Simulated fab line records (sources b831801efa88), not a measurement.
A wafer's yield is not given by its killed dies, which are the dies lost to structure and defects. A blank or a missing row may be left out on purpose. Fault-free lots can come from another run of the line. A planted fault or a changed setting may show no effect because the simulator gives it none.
Struck lot and sound lot, side by side || flow sky130 || 17 steps out of a route of 708
Sound: these wafers, L348.3, L348.4, L348.6. The struck wafers were L340.2, L340.4, L340.5. Last of all comes the cause.
Order at every step that has rows: each side's tool, ch and its chambers, its first start. Under that, the readings that differ: sound wafers || struck wafers || difference of the means || sigmas: that difference in standard deviations of wafers without a fault.
alike: same words and numbers on both sides, and readings whose means sit less than 2 such deviations apart. not compared: any withheld reading, any reading some wafer has no value for, any bound like >300 that may hide the same value, and any number with overlapping values for which the record gives no deviation.
Wherever a step has rows on one side only, a row that says differs or no value, or a row with sigmas, the two part there. Numbers that don't overlap but have no deviation are shown without sigmas and don't part them. A reading missing from all wafers of one side parts the sides only when that side holds two or more wafers.

SKY_POLY_GATE_THK_MEAS_04:
  sound on film metro-04 at day 22 01:29; struck on film metro-04 at day 19 07:55
  alike: POLY_GATE_CVD_03_THK
then, 8 steps without rows for these wafers: SKY_POLY_GATE_DEHYDRATE_05 (time 60 s); SKY_POLY_GATE_HMDS_06 (prime time 60 s); SKY_POLY_GATE_COAT_07 (resist thk 110 nm); SKY_POLY_GATE_COAT_08 (resist thk 450 nm); SKY_POLY_GATE_SOFTBAKE_09 (time 90 s); SKY_POLY_GATE_EXPOSE_10 (exposes mask P1M, target cd 150 nm); SKY_POLY_GATE_PEB_11; SKY_POLY_GATE_DEVELOP_12 (develop time 60 s).
SKY_POLY_GATE_CD_MEAS_13: the cd target is 150 nm.
  sound on cd sem-02 at day 23 07:55; struck on cd sem-01 at day 20 14:13
  alike: cd nm
SKY_POLY_GATE_OVL_MEAS_14:
  sound on overlay-02 at day 23 08:00; struck on overlay-01 at day 20 14:19
  alike: POLY_GATE_OVL
SKY_POLY_GATE_ETCH_15: etches BARC in N2/H2, stops on SiO2, time 118.5 s, target depth 110 nm.
  sound on rie diel-04 ch 1,3, day 23 08:01; struck on rie diel-01 ch 1,2,3, day 20 14:20
  alike: drypump motor current A, oes product au, throttle valve pct
  not compared: rf hours counter h
SKY_POLY_GATE_ETCH_16: etches Si3N4 in CH3F/O2, stops on poly-Si, time 147.5 s, target depth 75 nm.
  sound on rie diel-04 ch 1,3, day 23 08:06; struck on rie diel-01 ch 1,2,3, day 20 14:26
{"reading": "model.KrF-thick_of_POLY_GATE_COAT_08.thk nm (nm)", "sound": "232.8 230.8 230.8", "struck": "271.7 268.4 269.9", "difference": "+38.5", "sigmas": ""}
  alike: drypump motor current A, oes product au, throttle valve pct
  not compared: rf hours counter h
SKY_POLY_GATE_ETCH_17: etches poly-Si in HBr/Cl2, stops on SiO2, target depth 180 nm, time 70.5 s.
  sound on rie si-01 ch 1,2,3, day 23 08:12; struck on rie si-01 ch 1,2, day 20 14:31
{"reading": "model.KrF-thick_of_POLY_GATE_COAT_08.thk nm (nm)", "sound": "140.7 138.2 134.9", "struck": "177.2 175.2 177.4", "difference": "+38.7", "sigmas": ""}
  alike: drypump motor current A, oes product au, throttle valve pct
  not compared: rf hours counter h
SKY_POLY_GATE_STRIP_18: strips in O2/N2.
  sound on plasma asher-04 ch 0,1, day 23 08:17; struck on plasma asher-02 ch 0,1, day 20 14:35
{"reading": "oes product au (a.u.)", "sound": "0.361 0.363 0.358", "struck": "0.377 0.375 0.378", "difference": "+0.016", "sigmas": "+3"}
{"reading": "strip time to endpoint s (s)", "sound": "3.17 3.15 3.10", "struck": "3.57 3.56 3.58", "difference": "+0.43", "sigmas": "+12"}
  alike: drypump motor current A
  not compared: rf hours counter h
then, 1 step without rows for these wafers: SKY_POLY_GATE_CLEAN_19 (cleans in SC1/SC2, time 150 s).
SKY_PAD_OPEN_PROBE_99:
  sound wafers here have rows in the record (prober-02, day 50 05:16); struck ones have none

WHERE THEY PART
Last at SKY_PAD_OPEN_PROBE_99 as far as this record goes, first at SKY_POLY_GATE_STRIP_18.

WHY: whatever the simulator had introduced
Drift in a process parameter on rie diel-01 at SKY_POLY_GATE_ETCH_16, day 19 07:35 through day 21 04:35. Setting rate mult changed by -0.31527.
